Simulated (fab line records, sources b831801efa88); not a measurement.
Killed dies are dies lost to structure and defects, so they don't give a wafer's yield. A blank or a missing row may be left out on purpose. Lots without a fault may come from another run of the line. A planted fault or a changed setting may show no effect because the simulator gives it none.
fab line records | flow sky130 | part 1 of 2: steps 1 to 30 of 42
record lots=5 wafers=15 last_day=50
route steps=708 shown NWELL@66 PWDE@84 VT_ADJUST_HVTP@85 VT_ADJUST_LVTN@97
lots that met no fault: from a run of the same line without faults
start_h: hours from the record's first day to the start of the lot's first wafer shown | wait_h: hours since the lot's step before | " the same as in the row above | L1.1+2: a row that stands for several wafers | - no value, or no start given | * or withheld: withheld | < > ~ a bound
route shown NAME@n: a module of which the file shows steps, and the number in the route of the first | usual: mean/standard deviation of fault-free wafers | same: alike in all rows | chamber/n: place in a boat | sites: the reading at each site | _std_site: their standard deviation | _edge_site: outer sites' mean less inner sites' | radius_mm: how far each site lies from the wafer's centre | mask NAME#n: copy n | behind: the tool/chamber that last shaped the wafer | hold: why the lot was held/for how many hours/how that ended | device: the transistor (n, p or np) that didn't switch | end of line: the same wafers' tests at the end of the route | a step without rows: its recipe alone | killed: dies lost to structure and defects at the first sort, not the wafer's yield | map: a wafer's dies, x killed, . not, _ none there
set.NAME: the setting as run; set.NAME@STEP: as run at that earlier step | model.NAME: the simulator's own value behind a step, which no gauge read
lots at some steps of the route; a table a step, a row a wafer
services: from which hour (start_h, from the record's first day; less than 0 if before it) a tool's chamber was out of use, for how many hours, and why
## steps
# step SKY_NWELL_IMPLANT_13
# recipe species=P energy_kev=50 dose_cm2=7e+11 tilt_deg=withheld
# usual dose_ions_cm2=7e+11/8.6e+08 faraday_current_uA=3.95/0.071
# columns lot.wafer tool chamber start_h wait_h dose_ions_cm2 faraday_current_uA
L076.3 implanter-01 0 97.65 0.1 6.996e+11 3.91
L076.5 " 0 " " 6.993e+11 3.93
L076.6 " 0 " " 7.004e+11 3.88
L083.2 implanter-03 0 136.83 0.1 7.002e+11 3.93
L083.4 " 0 " " 7.004e+11 4.06
L083.5 " 0 " " 7.005e+11 3.85
L088.2 implanter-01 0 169.08 0.1 7.01e+11 3.97
L088.5 " 0 " " 7.026e+11 4.00
L088.6 " 0 " " 7.004e+11 3.98
L089.1 implanter-02 0 172.11 0.1 7.006e+11 3.97
L089.3 " 0 " " 6.996e+11 3.98
L089.6 " 0 " " 7.003e+11 3.94
L096.1 implanter-03 0 212.71 0.1 7.001e+11 3.94
L096.2 " 0 " " 6.991e+11 3.95
L096.6 " 0 " " 7.005e+11 3.80
# step SKY_NWELL_STRIP_14
# recipe chemistry=O2/N2 power_w=1400 pressure_mtorr=1500 platen_temp_c=withheld o2_flow_sccm=3000 n2_flow_sccm=300 overash_fraction=0.5
# usual drypump_motor_current_A=5.6/0.43 o2_flow_sccm=2999/9.5 oes_product_au=0.723/0.0047 strip_time_to_endpoint_s=36.93/0.11
# columns lot.wafer tool chamber start_h wait_h drypump_motor_current_A o2_flow_sccm oes_product_au rf_hours_counter_h strip_time_to_endpoint_s
L076.3 plasma_asher-03 0 97.78 0.1 6.0 3017 0.727 - 37.05
L076.5 " 0 " " 6.0 2995 0.733 - 36.93
L076.6 " 1 " " 5.7 2994 0.714 - 36.89
L083.2 plasma_asher-04 0 136.95 0.1 4.8 3006 0.720 44 37.06
L083.4 " 1 " " 5.9 2993 0.723 - 36.96
L083.5 " 0 " " 4.8 3014 0.724 - 36.98
L088.2 plasma_asher-03 0 169.20 0.1 6.0 2994 0.725 50 37.16
L088.5 " 1 " " 5.6 2999 0.728 - 37.08
L088.6 " 0 " " 6.0 2986 0.721 - 37.15
L089.1 plasma_asher-02 0 172.26 0.1 5.9 3005 0.724 35 36.89
L089.3 " 1 " " 5.5 2994 0.733 - 36.76
L089.6 " 1 " " 5.6 3006 0.726 - 36.76
L096.1 plasma_asher-03 1 212.86 0.1 5.7 3010 0.718 54 36.97
L096.2 " 0 " " 6.0 3008 0.722 54 36.95
L096.6 " 0 " " 6.0 2999 0.719 - 37.02
# step SKY_NWELL_TW_MEAS_15
# usual NWELL_TW=1817/13
# columns lot.wafer tool chamber start_h wait_h NWELL_TW
L076.3 film_metro-01 - 97.87 0.1 1822
L076.5 " - " " 1826
L076.6 " - " " 1835
L083.2 film_metro-03 - 137.06 0.1 1807
L083.4 " - " " 1805
L083.5 " - " " 1805
L088.2 film_metro-03 - 169.31 0.1 1833
L088.5 " - " " 1831
L088.6 " - " " 1829
L089.1 film_metro-04 - 172.36 0.1 1810
L089.3 " - " " 1814
L089.6 " - " " 1821
L096.1 film_metro-01 - 212.96 0.1 1833
L096.2 " - " " 1824
L096.6 " - " " 1825
# step SKY_NWELL_DEHYDRATE_16
# recipe temp_c=200 time_s=60
# columns lot.wafer tool chamber start_h wait_h
L076.3+5+6 litho_track-03 0 105.81 7.9
L083.2+4+5 litho_track-01 0 146.09 9.0
L088.2+5+6 litho_track-03 0 178.34 9.0
L089.1+3+6 litho_track-04 0 181.57 9.2
L096.1+2+6 litho_track-03 0 223.16 10.2
# step SKY_NWELL_HMDS_17
# recipe prime_time_s=60 prime_temp_c=120
# same prime_time_s=60
# columns lot.wafer tool chamber start_h wait_h
L076.3+5+6 litho_track-03 0 105.96 0.1
L083.2+4+5 litho_track-01 0 146.24 0.1
L088.2+5+6 litho_track-03 0 178.49 0.1
L089.1+3+6 litho_track-04 0 181.72 0.1
L096.1+2+6 litho_track-03 0 223.31 0.1
# step SKY_NWELL_COAT_18
# recipe spin_rpm=2000 resist_thk_nm=3000
# columns lot.wafer tool chamber start_h wait_h
L076.3+5+6 litho_track-03 0 106.11 0.1
L083.2+4+5 litho_track-01 0 146.39 0.1
L088.2+5+6 litho_track-03 0 178.64 0.1
L089.1+3+6 litho_track-04 0 181.87 0.1
L096.1+2+6 litho_track-03 0 223.46 0.1
# step SKY_NWELL_SOFTBAKE_19
# recipe temp_c=110 time_s=withheld
# columns lot.wafer tool chamber start_h wait_h
L076.3+5+6 litho_track-03 0 106.28 0.1
L083.2+4+5 litho_track-01 0 146.55 0.1
L088.2+5+6 litho_track-03 0 178.80 0.1
L089.1+3+6 litho_track-04 0 182.02 0.1
L096.1+2+6 litho_track-03 0 223.61 0.1
# step SKY_NWELL_EXPOSE_20
# recipe mask_id=NWM_COMPLEMENT na=0.6 source_shape=conventional sigma_outer=0.6 polarization=unpolarized target_cd_nm=840 dose_mj=260
# same sigma_outer=0.6
# columns lot.wafer tool chamber start_h wait_h mask
L076.3+5+6 iline_stepper-01 0 - - NWM_COMPLEMENT#0
L083.2+4+5 iline_stepper-01 0 - - NWM_COMPLEMENT#0
L088.2+5+6 iline_stepper-01 0 - - NWM_COMPLEMENT#0
L089.1+3+6 iline_stepper-02 0 - - NWM_COMPLEMENT#0
L096.1+2+6 iline_stepper-02 0 - - NWM_COMPLEMENT#0
# step SKY_NWELL_PEB_21
# recipe temp_c=115 time_s=withheld
# columns lot.wafer tool chamber start_h wait_h
L076.3+5+6 litho_track-03 0 - -
L083.2+4+5 litho_track-01 0 - -
L088.2+5+6 litho_track-01 0 - -
L089.1+3+6 litho_track-04 0 - -
L096.1+2+6 litho_track-01 0 - -
# step SKY_NWELL_DEVELOP_22
# recipe wall_angle_deg=90 developer=TMAH develop_time_s=60 dev_temp_c=23
# columns lot.wafer tool chamber start_h wait_h
L076.3+5+6 litho_track-03 0 - -
L083.2+4+5 litho_track-01 0 - -
L088.2+5+6 litho_track-01 0 - -
L089.1+3+6 litho_track-04 0 - -
L096.1+2+6 litho_track-01 0 - -
# step SKY_NWELL_OVL_MEAS_23
# usual NWELL_01_OVL=-0.2/1.3
# columns lot.wafer tool chamber start_h wait_h NWELL_01_OVL[nm]
L076.3 overlay-01 - 116.22 - 1.8
L076.5 " - " " 2.3
L076.6 " - " " 0.6
L083.2 overlay-02 - 156.67 - 0.0
L083.4 " - " " 0.2
L083.5 " - " " -0.9
L088.2 overlay-02 - 190.07 - 2.7
L088.5 " - " " 0.6
L088.6 " - " " 0.8
L089.1 overlay-01 - 192.87 - -1.0
L089.3 " - " " -1.1
L089.6 " - " " -2.3
L096.1 overlay-01 - 234.72 - 1.5
L096.2 " - " " -0.4
L096.6 " - " " 1.3
# step SKY_NWELL_IMPLANT_24
# recipe species=B energy_kev=140 dose_cm2=9.2e+12 tilt_deg=withheld
# usual dose_ions_cm2=9.197e+12/9.6e+09 faraday_current_uA=51.9/1
# columns lot.wafer tool chamber start_h wait_h dose_ions_cm2 faraday_current_uA
L076.3 implanter-03 0 116.30 0.1 9.196e+12 53.0
L076.5 " 0 " " 9.199e+12 52.0
L076.6 " 0 " " 9.209e+12 51.7
L083.2 implanter-01 0 156.73 0.0 9.194e+12 52.7
L083.4 " 0 " " 9.202e+12 52.2
L083.5 " 0 " " 9.192e+12 51.3
L088.2 implanter-01 0 190.13 0.0 9.211e+12 51.4
L088.5 " 0 " " 9.209e+12 52.5
L088.6 " 0 " " 9.207e+12 50.6
L089.1 implanter-01 0 192.91 0.0 9.194e+12 51.3
L089.3 " 0 " " 9.194e+12 51.3
L089.6 " 0 " " 9.205e+12 50.8
L096.1 implanter-03 0 234.75 0.0 9.208e+12 53.0
L096.2 " 0 " " 9.205e+12 52.1
L096.6 " 0 " " 9.214e+12 52.1
# step SKY_NWELL_STRIP_25
# recipe chemistry=O2/N2 power_w=1400 pressure_mtorr=1500 platen_temp_c=withheld o2_flow_sccm=3000 n2_flow_sccm=300 overash_fraction=0.5
# usual drypump_motor_current_A=5.5/0.48 o2_flow_sccm=3001/8.4 oes_product_au=0.722/0.0045 strip_time_to_endpoint_s=36.93/0.1
# columns lot.wafer tool chamber start_h wait_h drypump_motor_current_A o2_flow_sccm oes_product_au rf_hours_counter_h strip_time_to_endpoint_s
L076.3 plasma_asher-03 0 116.43 0.1 6.0 2999 0.725 - 36.97
L076.5 " 1 " " 5.7 3014 0.716 - 36.96
L076.6 " 0 " " 6.0 3014 0.725 - 36.84
L083.2 plasma_asher-04 1 156.85 0.1 5.9 3006 0.719 45 36.95
L083.4 " 1 " " 5.9 3001 0.723 - 36.84
L083.5 " 1 " " 5.9 3007 0.729 - 36.93
L088.2 plasma_asher-04 1 190.25 0.1 5.9 3014 0.720 49 37.02
L088.5 " 0 " " 4.8 3006 0.722 - 36.84
L088.6 " 1 " " 5.9 3002 0.722 - 37.05
L089.1 plasma_asher-03 1 193.06 0.1 5.6 2994 0.718 52 37.04
L089.3 " 0 " " 6.0 2995 0.719 - 36.97
L089.6 " 0 " " 6.0 3003 0.718 - 37.01
L096.1 plasma_asher-04 1 234.90 0.1 5.9 2986 0.722 53 36.86
L096.2 " 0 " " 4.8 2992 0.718 53 36.78
L096.6 " 0 " " 4.8 2990 0.727 - 36.88
# step SKY_NWELL_TW_MEAS_26
# usual NWELL_2_TW=495/3.5
# columns lot.wafer tool chamber start_h wait_h NWELL_2_TW
L076.3 film_metro-04 - 116.52 0.1 491
L076.5 " - " " 496
L076.6 " - " " 494
L083.2 film_metro-03 - 156.96 0.1 498
L083.4 " - " " 495
L083.5 " - " " 499
L088.2 film_metro-04 - 190.36 0.1 496
L088.5 " - " " 497
L088.6 " - " " 496
L089.1 film_metro-03 - 193.16 0.1 496
L089.3 " - " " 495
L089.6 " - " " 494
L096.1 film_metro-04 - 235.00 0.1 496
L096.2 " - " " 495
L096.6 " - " " 492
# step SKY_NWELL_CLEAN_27
# recipe chemistry=SC1/SC2 mix=1:4:20 temp_c=70 time_s=150 dry=n2_spin
# columns lot.wafer tool chamber start_h wait_h
L076.3+5+6 wet_bench-03 0 116.56 0.0
L083.2+4+5 wet_bench-03 0 157.01 0.0
L088.2+5+6 wet_bench-03 1 190.41 0.0
L089.1+3+6 wet_bench-01 1 193.22 0.1
L096.1+2+6 wet_bench-01 1 235.06 0.1
# step SKY_NWELL_RTA_28
# recipe temp_c=1050 time_s=30 idle_temp_c=650 ramp_up_c_per_s=150 ramp_down_c_per_s=90 ambient=N2
# usual lamp_power_pct=25.31/0.055 ramp_down_c_per_s=89.998/0.017 wafer_temp_C_max=1054.8/1
# columns lot.wafer tool chamber start_h wait_h lamp_power_pct ramp_down_c_per_s wafer_temp_C_max
L076.3 rtp_anneal-01 0 116.64 0.0 25.24 90.003 1055.0
L076.5 " 0 " " 25.35 89.954 1054.4
L076.6 " 0 " " 25.30 89.971 1054.2
L083.2 rtp_anneal-01 0 157.08 0.0 25.37 89.986 1057.3
L083.4 " 0 " " 25.33 90.038 1056.5
L083.5 " 0 " " 25.32 89.984 1056.8
L088.2 rtp_anneal-01 0 190.48 0.0 25.28 90.001 1054.4
L088.5 " 0 " " 25.30 90.006 1055.2
L088.6 " 0 " " 25.34 90.026 1055.2
L089.1 rtp_anneal-02 0 193.32 0.0 25.26 90.012 1054.7
L089.3 " 0 " " 25.29 89.996 1054.3
L089.6 " 0 " " 25.38 90.019 1055.3
L096.1 rtp_anneal-01 0 235.12 0.0 25.37 90.002 1053.3
L096.2 " 0 " " 25.33 90.013 1058.0
L096.6 " 0 " " 25.36 90.016 1054.3
# step SKY_NWELL_RS_MEAS_29
# recipe thk_meas_gauge=four-point-probe
# usual NWELL_RS=624.1/1.7
# columns lot.wafer tool chamber start_h wait_h NWELL_RS[ohm/sq]
L076.3 film_metro-01 - 116.75 0.1 625.0
L076.5 " - " " 624.1
L076.6 " - " " 626.7
L083.2 film_metro-01 - 157.19 0.1 621.8
L083.4 " - " " 622.6
L083.5 " - " " 623.1
L088.2 film_metro-01 - 190.58 0.1 625.5
L088.5 " - " " 625.5
L088.6 " - " " 624.4
L089.1 film_metro-01 - 193.42 0.1 623.1
L089.3 " - " " 625.3
L089.6 " - " " 623.0
L096.1 film_metro-03 - 235.22 0.1 624.3
L096.2 " - " " 623.2
L096.6 " - " " 625.1
# step SKY_NWELL_RS_MEAS_31
# recipe thk_meas_gauge=four-point-probe
# usual PWDE_RS=5276/18
# columns lot.wafer tool chamber start_h wait_h PWDE_RS[ohm/sq]
L076.3 film_metro-01 - 116.99 0.1 5291
L076.5 " - " " 5274
L076.6 " - " " 5285
L083.2 film_metro-01 - 157.43 0.1 5275
L083.4 " - " " 5278
L083.5 " - " " 5286
L088.2 film_metro-01 - 190.82 0.1 5250
L088.5 " - " " 5277
L088.6 " - " " 5272
L089.1 film_metro-01 - 193.66 0.1 5269
L089.3 " - " " 5283
L089.6 " - " " 5259
L096.1 film_metro-03 - 235.46 0.1 5296
L096.2 " - " " 5309
L096.6 " - " " 5292
# step SKY_VT_ADJUST_HVTP_DEHYDRATE_00
# recipe temp_c=200 time_s=60
# columns lot.wafer tool chamber start_h wait_h
L076.3+5+6 litho_track-01 0 125.47 8.5
L083.2+4+5 litho_track-03 0 166.69 9.2
L088.2+5+6 litho_track-02 0 201.16 10.3
L089.1+3+6 litho_track-02 0 203.84 10.2
L096.1+2+6 litho_track-01 0 245.72 10.2
# step SKY_VT_ADJUST_HVTP_HMDS_01
# recipe prime_time_s=60 prime_temp_c=120
# same prime_time_s=60
# columns lot.wafer tool chamber start_h wait_h
L076.3+5+6 litho_track-01 0 125.62 0.1
L083.2+4+5 litho_track-03 0 166.84 0.1
L088.2+5+6 litho_track-02 0 201.31 0.1
L089.1+3+6 litho_track-02 0 203.99 0.1
L096.1+2+6 litho_track-01 0 245.87 0.1
# step SKY_VT_ADJUST_HVTP_COAT_02
# recipe resist=NOVOLAK spin_rpm=3000 resist_thk_nm=1140
# columns lot.wafer tool chamber start_h wait_h
L076.3+5+6 litho_track-01 0 125.77 0.1
L083.2+4+5 litho_track-03 0 166.99 0.1
L088.2+5+6 litho_track-02 0 201.46 0.1
L089.1+3+6 litho_track-02 0 204.14 0.1
L096.1+2+6 litho_track-01 0 246.02 0.1
# step SKY_VT_ADJUST_HVTP_SOFTBAKE_03
# recipe temp_c=90 time_s=60 resist=NOVOLAK
# columns lot.wafer tool chamber start_h wait_h
L076.3+5+6 litho_track-01 0 125.92 0.1
L083.2+4+5 litho_track-03 0 167.14 0.1
L088.2+5+6 litho_track-02 0 201.61 0.1
L089.1+3+6 litho_track-02 0 204.29 0.1
L096.1+2+6 litho_track-01 0 246.17 0.1
# step SKY_VT_ADJUST_HVTP_EXPOSE_04
# recipe mask_id=HVTPM na=0.6 source_shape=conventional sigma_outer=0.6 polarization=unpolarized target_cd_nm=380 dose_mj=140
# same sigma_outer=0.6
# columns lot.wafer tool chamber start_h wait_h mask
L076.3+5+6 iline_stepper-01 0 - - HVTPM#0
L083.2+4+5 iline_stepper-02 0 - - HVTPM#0
L088.2+5+6 iline_stepper-02 0 - - HVTPM#0
L089.1+3+6 iline_stepper-01 0 - - HVTPM#0
L096.1+2+6 iline_stepper-01 0 - - HVTPM#0
# step SKY_VT_ADJUST_HVTP_PEB_05
# recipe temp_c=withheld time_s=* resist=NOVOLAK
# columns lot.wafer tool chamber start_h wait_h
L076.3+5+6 litho_track-01 0 - -
L083.2+4+5 litho_track-03 0 - -
L088.2+5+6 litho_track-02 0 - -
L089.1+3+6 litho_track-03 0 - -
L096.1+2+6 litho_track-02 0 - -
# step SKY_VT_ADJUST_HVTP_DEVELOP_06
# recipe resist=NOVOLAK developer=TMAH develop_time_s=60 dev_temp_c=23
# columns lot.wafer tool chamber start_h wait_h
L076.3+5+6 litho_track-01 0 135.42 0.1
L083.2+4+5 litho_track-03 0 176.44 0.1
L088.2+5+6 litho_track-02 0 211.81 0.1
L089.1+3+6 litho_track-03 0 214.91 0.1
L096.1+2+6 litho_track-02 0 258.34 0.1
# step SKY_VT_ADJUST_HVTP_CD_MEAS_07
# recipe target_cd_nm=380
# usual cd_nm=379.9/2.8
# columns lot.wafer tool chamber start_h wait_h cd_nm
L076.3 cd_sem-02 - 135.57 0.1 376.7
L076.5 " - " " 374.3
L076.6 " - " " 375.7
L083.2 cd_sem-02 - 176.58 0.1 377.8
L083.4 " - " " 378.5
L083.5 " - " " 376.6
L088.2 cd_sem-02 - 211.96 0.1 380.2
L088.5 " - " " 377.9
L088.6 " - " " 379.8
L089.1 cd_sem-02 - 215.06 0.1 383.4
L089.3 " - " " 382.7
L089.6 " - " " 380.4
L096.1 cd_sem-02 - 258.49 0.1 376.9
L096.2 " - " " 378.4
L096.6 " - " " 379.7
# step SKY_VT_ADJUST_HVTP_OVL_MEAS_08
# usual VT_ADJUST_HVTP_OVL=-0.2/1
# columns lot.wafer tool chamber start_h wait_h VT_ADJUST_HVTP_OVL[nm]
L076.3 overlay-02 - 135.67 0.1 0.0
L076.5 " - " " -0.8
L076.6 " - " " -0.9
L083.2 overlay-02 - 176.69 0.1 0.5
L083.4 " - " " -1.0
L083.5 " - " " -0.5
L088.2 overlay-01 - 212.06 0.1 -1.1
L088.5 " - " " -1.1
L088.6 " - " " -0.2
L089.1 overlay-02 - 215.18 0.1 0.8
L089.3 " - " " 1.8
L089.6 " - " " 1.0
L096.1 overlay-02 - 258.61 0.1 0.0
L096.2 " - " " -2.0
L096.6 " - " " -0.6
# step SKY_VT_ADJUST_HVTP_IMPLANT_09
# recipe species=As energy_kev=150 dose_cm2=4.3e+12 tilt_deg=withheld
# usual dose_ions_cm2=4.3e+12/4.5e+09 faraday_current_uA=24.2/0.45
# columns lot.wafer tool chamber start_h wait_h dose_ions_cm2 faraday_current_uA
L076.3 implanter-04 0 135.74 0.1 4.303e+12 25.2
L076.5 " 0 " " 4.293e+12 24.4
L076.6 " 0 " " 4.297e+12 24.0
L083.2 implanter-04 0 176.74 0.0 4.299e+12 24.2
L083.4 " 0 " " 4.287e+12 24.6
L083.5 " 0 " " 4.299e+12 24.4
L088.2 implanter-04 0 212.12 0.0 4.299e+12 24.4
L088.5 " 0 " " 4.296e+12 23.9
L088.6 " 0 " " 4.305e+12 24.3
L089.1 implanter-01 0 215.22 0.0 4.302e+12 25.1
L089.3 " 0 " " 4.301e+12 24.1
L089.6 " 0 " " 4.298e+12 24.2
L096.1 implanter-04 0 258.64 0.0 4.304e+12 23.4
L096.2 " 0 " " 4.302e+12 25.0
L096.6 " 0 " " 4.3e+12 23.9
# step SKY_VT_ADJUST_HVTP_STRIP_10
# recipe chemistry=O2/N2 power_w=1400 pressure_mtorr=1500 platen_temp_c=withheld o2_flow_sccm=3000 n2_flow_sccm=300 overash_fraction=0.5
# usual drypump_motor_current_A=5.6/0.45 o2_flow_sccm=2999/9.1 oes_product_au=0.715/0.0047 strip_time_to_endpoint_s=14.17/0.036
# columns lot.wafer tool chamber start_h wait_h drypump_motor_current_A o2_flow_sccm oes_product_au rf_hours_counter_h strip_time_to_endpoint_s
L076.3 plasma_asher-01 0 135.87 0.1 5.9 2990 0.727 - 14.26
L076.5 " 0 " " 5.9 2982 0.716 - 14.20
L076.6 " 1 " " 5.9 3004 0.722 - 14.22
L083.2 plasma_asher-02 0 176.87 0.1 6.0 2996 0.717 35 14.22
L083.4 " 1 " " 5.6 3006 0.716 - 14.18
L083.5 " 0 " " 6.0 3015 0.713 - 14.17
L088.2 plasma_asher-04 1 212.24 0.1 5.9 2977 0.712 51 14.18
L088.5 " 1 " " 5.9 2991 0.709 - 14.20
L088.6 " 0 " " 4.8 3002 0.721 - 14.19
L089.1 plasma_asher-01 0 215.37 0.1 5.9 3013 0.712 9 14.17
L089.3 " 0 " " 5.9 3013 0.717 - 14.19
L089.6 " 1 " " 5.9 2988 0.713 - 14.18
L096.1 plasma_asher-01 1 258.79 0.1 5.9 2996 0.713 13 14.16
L096.2 " 0 " " 5.9 2978 0.711 13 14.14
L096.6 " 1 " " 5.9 2979 0.721 - 14.15
# step SKY_VT_ADJUST_HVTP_TW_MEAS_11
# usual VT_ADJUST_HVTP_TW=1353/8.7
# columns lot.wafer tool chamber start_h wait_h VT_ADJUST_HVTP_TW
L076.3 film_metro-04 - 135.96 0.1 1350
L076.5 " - " " 1351
L076.6 " - " " 1347
L083.2 film_metro-04 - 176.98 0.1 1357
L083.4 " - " " 1349
L083.5 " - " " 1350
L088.2 film_metro-02 - 212.35 0.1 1362
L088.5 " - " " 1356
L088.6 " - " " 1350
L089.1 film_metro-04 - 215.47 0.1 1343
L089.3 " - " " 1340
L089.6 " - " " 1336
L096.1 film_metro-03 - 258.89 0.1 1356
L096.2 " - " " 1349
L096.6 " - " " 1352
